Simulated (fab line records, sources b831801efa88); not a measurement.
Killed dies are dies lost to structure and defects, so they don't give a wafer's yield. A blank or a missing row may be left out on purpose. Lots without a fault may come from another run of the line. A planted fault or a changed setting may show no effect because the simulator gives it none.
Which tool did it? | flow sky130 | 7 lots, 21 wafers sampled, at 1 step of a route of 708

WHAT THE GAUGES READ, wafer by wafer
SKY_VT_ADJUST_HVTR_CD_MEAS_07: target cd 380 nm.
lot  | measured     | on        | cd_nm (nm)
L163 | day 10 00:31 | cd_sem-02 | 385.3 385.9 383.2
L166 | day 11 11:56 | cd_sem-01 | 377.8 377.3 378.6
L169 | day 11 21:53 | cd_sem-02 | 381.8 380.9 380.4
L171 | day 12 18:20 | cd_sem-02 | 377.2 379.6 377.8
L177 | day 14 07:35 | cd_sem-02 | 377.9 381.4 378.8
L181 | day 16 03:19 | cd_sem-01 | 383.4 382.1 381.8
L184 | day 16 19:36 | cd_sem-02 | 379.4 379.8 381.1

WHICH TOOL RAN EACH LOT (tool, then ch and the chambers of the sampled wafers, then the start)
The record holds no process step before these readings.

THE ANSWER, worked out from the rows above alone
Rule: what is usual is taken from the lots themselves. Put in order of their means at a reading, lots are off if they are a third of the lots or fewer, leave a main group of 4 or more, and stand apart from it by a gap of 3 or more times the standard deviation of the main group's means; of several such gaps the widest counts. A main group whose means are all the same, to the digits that the tables above print for the reading, isn't used. A lot without any number at a reading at which 4 lots or more have one is off too. The other lots that the step has rows for count as sound.
No lot is off at any reading shown: from this, nothing can be told.

WHAT THE SIMULATOR HAD PUT IN
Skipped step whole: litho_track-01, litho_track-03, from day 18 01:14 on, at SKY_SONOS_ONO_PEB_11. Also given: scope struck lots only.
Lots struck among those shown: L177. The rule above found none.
